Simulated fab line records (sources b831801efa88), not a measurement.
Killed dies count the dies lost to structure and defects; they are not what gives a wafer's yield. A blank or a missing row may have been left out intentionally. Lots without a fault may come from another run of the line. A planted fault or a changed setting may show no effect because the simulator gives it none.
A struck lot beside a sound one | flow sky130 | 43 steps out of a route of 708
Sound: the wafers L332.4, L332.5, L332.6. The struck wafers were L323.2, L323.4, L323.6. The cause is named last.
At each step with rows: each side's tool, then ch and its chambers, then its first start. Under that, the readings that differ: sound wafers | struck wafers | difference of the means | sigmas: that difference in standard deviations of wafers without a fault.
alike: a reading whose means differ by less than 2 such deviations, as well as words and numbers matching on both sides. not compared: withheld readings; readings where some wafer has no value; bounds like >300 that might hide an equal value; numbers whose values overlap and for which the record gives no deviation.
A row with sigmas, a row that says differs or no value, or rows on one side alone: a step with any of these is where the two part. Numbers that have no deviation but don't overlap get no sigmas and don't part them. A reading missing from all wafers of one side parts the sides only when that side holds two or more wafers.

first, 3 steps without rows for these wafers: SKY_SONOS_TUNNEL_EXPOSE_04 (exposes mask TUNM, target cd 410 nm); SKY_SONOS_TUNNEL_PEB_05; SKY_SONOS_TUNNEL_DEVELOP_06 (develop time 60 s).
SKY_SONOS_TUNNEL_CD_MEAS_07: target cd 410 nm.
  sound: cd_sem-01 at day 15 06:37; struck: cd_sem-01 at day 12 05:06
  alike: cd_nm
SKY_SONOS_TUNNEL_OVL_MEAS_08:
  sound: overlay-01 at day 15 06:42; struck: overlay-02 at day 12 05:12
  reading               | sound       | struck         | difference | sigmas
  SONOS_TUNNEL_OVL (nm) | 0.3 1.8 0.4 | -3.4 -1.6 -1.8 | -3.1       | -2
then, 3 steps without rows for these wafers: SKY_SONOS_TUNNEL_IMPLANT_09; SKY_SONOS_TUNNEL_WET_ETCH_10 (etches SiO2 in dHF, target depth 14 nm, time 280 s); SKY_SONOS_TUNNEL_STRIP_11 (strips in SPM, time 600 s).
SKY_SONOS_TUNNEL_TW_MEAS_12:
  sound: film_metro-04 at day 15 07:10; struck: film_metro-03 at day 12 05:40
  alike: SONOS_TUNNEL_TW
then, 2 steps without rows for these wafers: SKY_SONOS_TUNNEL_CLEAN_13 (cleans in dHF, time 20 s); SKY_SONOS_ONO_OXIDATION_00 (stabilise 600 s, purge 300 s, target thk 2.6 nm).
SKY_SONOS_ONO_THK_MEAS_01:
  sound: film_metro-02 at day 15 10:28; struck: film_metro-01 at day 12 07:44
  alike: SONOS_ONO_OXIDATION_THK
SKY_SONOS_ONO_CVD_02: deposits Si3N4 from DCS/NH3, target thk 10.5 nm, time 180 s.
  sound on lpcvd-02 ch 0, day 15 10:30; struck on lpcvd-02 ch 0, day 12 07:47
SKY_SONOS_ONO_THK_MEAS_03:
  sound: film_metro-02 at day 15 11:35; struck: film_metro-01 at day 12 08:51
  alike: SONOS_ONO_CVD_02_THK
then, 1 step without rows for these wafers: SKY_SONOS_ONO_CVD_04 (deposits SiO2 from SiH4/N2O, target thk 5.7199 nm).
SKY_SONOS_ONO_THK_MEAS_05:
  sound: film_metro-01 at day 15 12:53; struck: film_metro-03 at day 12 10:10
  alike: SONOS_ONO_CVD_04_THK
then, 7 steps without rows for these wafers: SKY_SONOS_ONO_DEHYDRATE_06 (time 60 s); SKY_SONOS_ONO_HMDS_07 (prime time 60 s); SKY_SONOS_ONO_COAT_08 (resist thk 1140 nm); SKY_SONOS_ONO_SOFTBAKE_09 (time 60 s); SKY_SONOS_ONO_EXPOSE_10 (exposes mask ONOM, target cd 410 nm); SKY_SONOS_ONO_PEB_11; SKY_SONOS_ONO_DEVELOP_12 (develop time 60 s).
SKY_SONOS_ONO_CD_MEAS_13: target cd 410 nm.
  sound: cd_sem-01 at day 16 17:03; struck: cd_sem-02 at day 13 11:37
  alike: cd_nm
SKY_SONOS_ONO_OVL_MEAS_14:
  sound: overlay-02 at day 16 17:08; struck: overlay-02 at day 13 11:43
  alike: SONOS_ONO_OVL
SKY_SONOS_ONO_ETCH_15: etches the open film in CHF3/O2, target depth 19.52 nm, time 7.8 s.
  sound on rie_diel-03 ch 0,1,3, day 16 17:08; struck on rie_diel-02 ch 0,3, day 13 11:44
  alike: drypump_motor_current_A, oes_product_au, throttle_valve_pct
  not compared: rf_hours_counter_h
then, 1 step without rows for these wafers: SKY_SONOS_ONO_WET_ETCH_16 (etches SiO2 in dHF, target depth 14 nm, time 280 s).
SKY_SONOS_ONO_STRIP_17: strips in O2/N2.
  sound on plasma_asher-03 ch 0,1, day 16 17:17; struck on plasma_asher-03 ch 0,1, day 13 11:52
  alike: drypump_motor_current_A, oes_product_au, strip_time_to_endpoint_s
  not compared: rf_hours_counter_h
then, 3 steps without rows for these wafers: SKY_SONOS_ONO_WET_ETCH_18 (etches Si3N4 in H3PO4, target depth 15 nm, time 172 s); SKY_GATE_OXIDE_CLEAN_00 (cleans in SC1/SC2, time 150 s); SKY_GATE_OXIDE_OXIDATION_01 (stabilise 600 s, purge 300 s, target thk 10.268 nm).
SKY_GATE_OXIDE_THK_MEAS_02:
  sound: film_metro-02 at day 16 19:17; struck: film_metro-01 at day 13 15:41
  reading                          | sound             | struck            | difference | sigmas
  GATE_OXIDE_OXIDATION_00_THK (nm) | 10.59 10.39 10.55 | 10.08 10.08 10.16 | -0.40      | -2
then, 7 steps without rows for these wafers: SKY_GATE_OXIDE_DEHYDRATE_03 (time 60 s); SKY_GATE_OXIDE_HMDS_04 (prime time 60 s); SKY_GATE_OXIDE_COAT_05 (resist thk 1140 nm); SKY_GATE_OXIDE_SOFTBAKE_06 (time 60 s); SKY_GATE_OXIDE_EXPOSE_07 (exposes mask LVOM, target cd 600 nm); SKY_GATE_OXIDE_PEB_08; SKY_GATE_OXIDE_DEVELOP_09 (develop time 60 s).
SKY_GATE_OXIDE_OVL_MEAS_10:
  sound: overlay-01 at day 18 00:41; struck: overlay-01 at day 14 17:30
  alike: GATE_OXIDE_OVL
then, 2 steps without rows for these wafers: SKY_GATE_OXIDE_IMPLANT_11; SKY_GATE_OXIDE_WET_ETCH_12 (etches SiO2 in dHF, target depth 16.8 nm, time 336 s).
-- here the record skips 32 days between the struck wafers' starts before and after, leaving off in module GATE_OXIDE and picking up in module PAD_OPEN (first step shown: number 708 of the route) --
SKY_PAD_OPEN_PROBE_99:
  rows exist in the record for the struck wafers here (prober-01, day 46 11:36), but not for the sound ones

== WHERE THEY PART ==
Earliest at SKY_SONOS_TUNNEL_OVL_MEAS_08; latest, in this record, at SKY_PAD_OPEN_PROBE_99.

WHY: what had been put in by the simulator
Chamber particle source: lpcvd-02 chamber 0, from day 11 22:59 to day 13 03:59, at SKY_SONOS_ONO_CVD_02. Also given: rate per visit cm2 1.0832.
